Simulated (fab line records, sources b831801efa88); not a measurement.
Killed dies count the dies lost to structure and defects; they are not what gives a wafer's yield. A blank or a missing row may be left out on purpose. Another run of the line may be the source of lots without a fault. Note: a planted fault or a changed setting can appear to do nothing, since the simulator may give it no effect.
8D (eight disciplines) problem report, filled in by code + flow gf180mcu + the parts of the form that need people (team, actions taken, sign-off) are left out

## 1. THE PROBLEM
At GF_VT_IMPLANT_IMPLANT_30, beam energy keV averages 25.791 over 6 wafers from 2 lots, while fault-free wafers read 25.001, standard deviation 0.0073. So: +99 or more standard deviations from the usual mean.
First observed at day 12 14:02: wafer L126.2, on implanter-03. Wafers with a number at this step in the record: 42, from 14 lots. Rule for "out" (also "out of limits"): further than 4 standard deviations from the usual mean. All remaining wafers that have a number are taken as sound.

## 2. WHAT THIS IS AND IS NOT
| question                    | is                     | is not                                                                 |
|-----------------------------|------------------------|------------------------------------------------------------------------|
| which readings at this step | beam energy keV        | -                                                                      |
| which lots                  | L126, L128             | L105, L107, L108, L109, L111, L112, L113, L114, L116, L117, L118, L123 |
| which wafers of those lots  | all that have a number | -                                                                      |
| read on which tools         | implanter-03           | implanter-01, implanter-04                                             |
| when                        | from day 12 14:02      | up to then (36 sound wafers)                                           |

## 3. THE SUSPECTS, EACH WITH WHAT RULES IT OUT
Counting: a tool at any process step up to the reading remains a suspect when it ran all the lots that are out and ran no sound lot after the first of those.
- implanter-03 at GF_VT_IMPLANT_IMPLANT_30: kept. All lots that are out passed through it, beginning with L126 at day 12 14:02, and no sound lot followed; its final sound lot before that point was L118 at day 10 10:27. Out on those wafers are its own readings of beam energy keV.
Remaining after the count: implanter-03 at GF_VT_IMPLANT_IMPLANT_30.

## 4. THE CAUSE (what the simulator had put in)
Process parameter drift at GF_VT_IMPLANT_IMPLANT_30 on implanter-03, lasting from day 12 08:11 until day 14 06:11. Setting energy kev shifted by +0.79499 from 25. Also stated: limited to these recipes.
Counting left only this tool.

## 5. THE CHAIN OF EFFECTS, in route order
One row per reading whose mean, taken over the struck wafers that have a number, lies over 3 standard deviations from the usual. Scope: only readings with a usual standard deviation given in the record; hours: median across lots of the time from each lot's start at the first step in this table that gives one to its start at this step; sigmas: change in usual standard deviations.
| hours | step                     | reading         | usual  | on struck wafers | change | sigmas      |
|-------|--------------------------|-----------------|--------|------------------|--------|-------------|
| 0     | GF_VT_IMPLANT_IMPLANT_30 | beam energy keV | 25.001 | 25.791           | +0.790 | +99 or more |
The process steps in it:
- GF_VT_IMPLANT_IMPLANT_30
Later steps that measure or inspect, where all struck wafers having a row at the step show a number for every such reading and not one has moved that far: GF_V1_CD_MEAS_14.

## 6. WHAT WOULD HAVE CAUGHT IT SOONER
6 hours passed between the start of the fault at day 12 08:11 and the first reading out of limits in this record, taken at day 12 14:02.
